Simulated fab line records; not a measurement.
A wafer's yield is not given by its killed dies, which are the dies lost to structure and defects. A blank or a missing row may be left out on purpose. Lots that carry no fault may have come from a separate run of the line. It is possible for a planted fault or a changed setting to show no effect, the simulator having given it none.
Which tool is to blame? / flow sky130 / Sampling: 12 lots, 36 wafers, 3 of 708 route steps

WHAT THE GAUGES READ, wafer by wafer
SKY_METAL1_THK_MEAS_06: measures by xrf.
lot=L076; measured=day 32 20:29; on=film metro-04; METAL1_ALCU_THK (nm)=251.2 252.9 253.1
lot=L077; measured=day 33 09:02; on=film metro-04; METAL1_ALCU_THK (nm)=256.1 254.0 254.6
lot=L079; measured=day 33 19:20; on=film metro-03; METAL1_ALCU_THK (nm)=252.1 249.7 252.3
lot=L081; measured=day 34 07:24; on=film metro-04; METAL1_ALCU_THK (nm)=256.9 258.9 254.8
lot=L083; measured=day 34 22:30; on=film metro-01; METAL1_ALCU_THK (nm)=254.6 252.9 253.6
lot=L085; measured=day 35 15:05; on=film metro-04; METAL1_ALCU_THK (nm)=249.4 251.4 252.1
lot=L087; measured=day 36 09:51; on=film metro-04; METAL1_ALCU_THK (nm)=254.5 256.1 254.2
lot=L089; measured=day 36 19:30; on=film metro-03; METAL1_ALCU_THK (nm)=253.4 256.7 253.0
lot=L091; measured=day 37 01:37; on=film metro-04; METAL1_ALCU_THK (nm)=250.4 251.8 252.9
lot=L093; measured=day 37 20:52; on=film metro-04; METAL1_ALCU_THK (nm)=252.5 254.8 250.4
lot=L095; measured=day 38 09:40; on=film metro-04; METAL1_ALCU_THK (nm)=254.0 254.0 254.7
lot=L097; measured=day 39 02:01; on=film metro-04; METAL1_ALCU_THK (nm)=252.5 250.6 253.6

WHICH TOOL RAN EACH LOT (tool, then ch and the chambers of the sampled wafers, then the start)
lot=L076; SKY_LI_CONTACT_STRIP_16=plasma asher-03 ch 0,1, day 30 08:12; SKY_CONTACT_CMP_27=cmp-01 ch 0,2,3, day 32 19:55
lot=L077; SKY_LI_CONTACT_STRIP_16=plasma asher-04 ch 1, day 30 20:54; SKY_CONTACT_CMP_27=cmp-01 ch 0,1,3, day 33 08:32
lot=L079; SKY_LI_CONTACT_STRIP_16=plasma asher-02 ch 0,1, day 31 07:23; SKY_CONTACT_CMP_27=cmp-02 ch 0,1,3, day 33 18:48
lot=L081; SKY_LI_CONTACT_STRIP_16=plasma asher-02 ch 0,1, day 31 18:48; SKY_CONTACT_CMP_27=cmp-02 ch 1,2,3, day 34 06:50
lot=L083; SKY_LI_CONTACT_STRIP_16=plasma asher-04 ch 0,1, day 32 12:18; SKY_CONTACT_CMP_27=cmp-02 ch 0,2,3, day 34 21:56
lot=L085; SKY_LI_CONTACT_STRIP_16=plasma asher-03 ch 0,1, day 33 05:14; SKY_CONTACT_CMP_27=cmp-02 ch 1,2,3, day 35 14:34
lot=L087; SKY_LI_CONTACT_STRIP_16=plasma asher-03 ch 0,1, day 34 00:59; SKY_CONTACT_CMP_27=cmp-02 ch 1,3, day 36 09:17
lot=L089; SKY_LI_CONTACT_STRIP_16=plasma asher-02 ch 1, day 34 09:41; SKY_CONTACT_CMP_27=cmp-02 ch 0,2, day 36 18:56
lot=L091; SKY_LI_CONTACT_STRIP_16=plasma asher-03 ch 0,1, day 34 17:06; SKY_CONTACT_CMP_27=cmp-01 ch 0,1,3, day 37 01:04
lot=L093; SKY_LI_CONTACT_STRIP_16=plasma asher-03 ch 0,1, day 35 11:57; SKY_CONTACT_CMP_27=cmp-01 ch 0,1,2, day 37 20:18
lot=L095; SKY_LI_CONTACT_STRIP_16=plasma asher-02 ch 0,1, day 36 01:26; SKY_CONTACT_CMP_27=cmp-02 ch 1,2,3, day 38 09:07
lot=L097; SKY_LI_CONTACT_STRIP_16=plasma asher-03 ch 0,1, day 36 18:26; SKY_CONTACT_CMP_27=cmp-01 ch 1,2,3, day 39 01:27
- SKY_LI_CONTACT_STRIP_16: strips in O2/N2.
- SKY_CONTACT_CMP_27: polishes, stops on SiO2, t overpolish 15 s, target thk 0 nm.

THE ANSWER, worked out from the rows above alone
Rule: usual is defined by the lots themselves. Put in order of their means at a reading, lots are off if they are a third of the lots or fewer, leave a main group of 4 or more, and stand apart from it by a gap of 3 or more times the standard deviation of the main group's means; of several such gaps the widest counts. A main group is skipped when, at the precision printed for the reading in the tables above, its means are all equal. A lot without any number at a reading at which 4 lots or more have one is off too. Where the step has rows for the other lots, those lots are counted as sound.
Nothing can be told from this: no lot is off at any reading shown.

WHAT THE SIMULATOR HAD PUT IN
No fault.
